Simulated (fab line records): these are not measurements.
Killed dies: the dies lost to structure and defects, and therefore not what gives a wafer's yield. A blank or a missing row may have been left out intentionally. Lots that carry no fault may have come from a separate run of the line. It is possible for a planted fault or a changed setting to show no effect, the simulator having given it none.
Which tool did it?    flow gf180mcu    6 lots, 18 wafers sampled, at 2 steps of a route of 602

== WHAT EACH GAUGE READ, for each wafer ==
GF_HV_LDD_OVL_MEAS_32.
lot   measured      on          HV_LDD_02_OVL (nm)
L409  day 11 17:20  overlay-02  1.1 -0.2 -0.7
L411  day 12 10:11  overlay-01  0.8 -0.1 0.1
L413  day 13 06:02  overlay-01  -0.5 1.9 1.9
L425  day 17 10:08  overlay-01  -0.1 -1.5 -0.4
L427  day 17 20:14  overlay-02  0.0 -1.1 -0.2
L429  day 18 12:21  overlay-01  0.1 2.3 0.2

== EACH LOT AND THE TOOL THAT RAN IT (in order: tool; ch and the chambers of the sampled wafers; start) ==
lot   GF_LVPWELL_EXPOSE_04
L409  iline_stepper-01 ch 0, day 3 19:38
L411  iline_stepper-01 ch 0, day 4 05:50
L413  iline_stepper-01 ch 0, day 4 18:08
L425  iline_stepper-02 ch 0, day 7 13:04
L427  iline_stepper-01 ch 0, day 7 23:59
L429  iline_stepper-01 ch 0, day 8 12:31
- GF_LVPWELL_EXPOSE_04: exposes mask LVPWELL, target cd 600 nm.

== THE ANSWER, worked out from the rows above alone ==
Rule: usual is defined by the lots themselves. Put in order of their means at a reading, lots are off if they are a third of the lots or fewer, leave a main group of 4 or more, and stand apart from it by a gap of 3 or more times the standard deviation of the main group's means; of several such gaps the widest counts. A main group is skipped when, at the precision printed for the reading in the tables above, its means are all equal. Also off: a lot with no number at a reading for which 4 or more lots have one. The other lots that the step has rows for count as sound.
None of the lots is off at any reading shown; this tells nothing.

== WHAT THE SIMULATOR HAD INSERTED ==
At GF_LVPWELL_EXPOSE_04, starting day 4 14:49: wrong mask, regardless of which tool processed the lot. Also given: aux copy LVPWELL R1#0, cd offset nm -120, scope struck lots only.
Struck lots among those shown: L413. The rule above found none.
